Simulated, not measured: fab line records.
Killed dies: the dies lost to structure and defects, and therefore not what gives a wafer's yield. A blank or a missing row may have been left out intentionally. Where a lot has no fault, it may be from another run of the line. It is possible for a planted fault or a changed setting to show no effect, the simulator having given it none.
A single fault, viewed from 2 desks + flow gf180mcu + every desk sees just its own numbers, and what lay behind them comes last

TOOL OWNER'S DESK, implanter-03
GF_HV_LDD_IMPLANT_48, tool's own readings: per-lot mean of the sampled wafers with a number, covering each lot this tool ran. The brackets show how far a lot's mean lies from the usual mean; more than 4 standard deviations puts the lot out of limits, marked OUT.
Columns: A = dose ions cm2 at GF_HV_LDD_IMPLANT_48, usual 3e+13; B = faraday current uA at GF_HV_LDD_IMPLANT_48, usual 169
| lot  | first seen here | A                       | B            |
|------|-----------------|-------------------------|--------------|
| L504 | day 13 01:32    | 3e+13                   | 171          |
| L511 | day 15 05:53    | 3e+13                   | 169          |
| L512 | day 15 17:44    | 1e+13 (-99 or more) OUT | 71 (-29) OUT |
| L514 | day 16 06:20    | 1e+13 (-99 or more) OUT | 70 (-29) OUT |
Finding of this desk: L512, L514 out of limits; the first was L512 at day 15 17:44, on dose ions cm2 at GF_HV_LDD_IMPLANT_48. L504, L511 stayed within limits.

AT THE METROLOGY DESK
What the gauges read for every lot (on any tool): the sampled wafers with a number, averaged. The brackets show how far a lot's mean lies from the usual mean; more than 4 standard deviations puts the lot out of limits, marked OUT.
Columns: A = cd nm at GF_HV_LDD_CD_MEAS_07, usual 400.2 nm; B = cd nm at GF_HV_LDD_CD_MEAS_46, usual 398.9 nm; C = HV_LDD_4_TW at GF_HV_LDD_TW_MEAS_50, usual 564
| lot  | first seen here | A     | B     | C             |
|------|-----------------|-------|-------|---------------|
| L502 | day 10 01:59    | 400.7 | 399.5 | 565           |
| L503 | day 10 06:10    | 400.4 | 402.9 | 558           |
| L504 | day 10 15:08    | 396.3 | 400.1 | 558           |
| L506 | day 11 03:35    | 401.4 | 396.6 | 565           |
| L511 | day 12 15:52    | 399.9 | 398.7 | 558           |
| L512 | day 13 02:23    | 397.6 | 399.3 | 431 (-23) OUT |
| L514 | day 13 14:31    | 397.0 | 401.0 | 429 (-23) OUT |
| L519 | day 15 05:22    | 394.3 | 400.7 | 558           |
| L522 | day 16 04:16    | 401.4 | 395.7 | 573           |
| L521 | day 16 04:34    | 403.2 | 399.5 | 560           |
| L523 | day 16 12:23    | 401.2 | 395.5 | 561           |
| L524 | day 16 21:52    | 400.5 | 399.5 | 559           |
| L525 | day 17 02:13    | 402.5 | 397.8 | 562           |
This desk's finding: out of limits on L512, L514; first on L512, day 15 17:59 (HV_LDD_4_TW at GF_HV_LDD_TW_MEAS_50). L502, L503, L504, L506, L511, L519, L522, L521, L523, L524, L525 stayed within limits.

BROUGHT TOGETHER
The tool owner's desk had the chance to raise an alarm at day 15 17:44 on L512, L514.
On L512, L514, the metrology desk was in a position to raise an alarm at day 15 17:59.
Of the lots named, all ran GF_HV_LDD_IMPLANT_48 on implanter-03.

WHAT HAD BEEN PUT IN BY THE SIMULATOR
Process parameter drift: implanter-03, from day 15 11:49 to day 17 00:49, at GF_HV_LDD_IMPLANT_48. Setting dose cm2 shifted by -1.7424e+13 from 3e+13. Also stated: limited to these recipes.
Struck lots among those shown: L512, L514.
Hours from the fault's start to each desk's first reading out of limits: the tool owner's desk, 6; the metrology desk, 6.
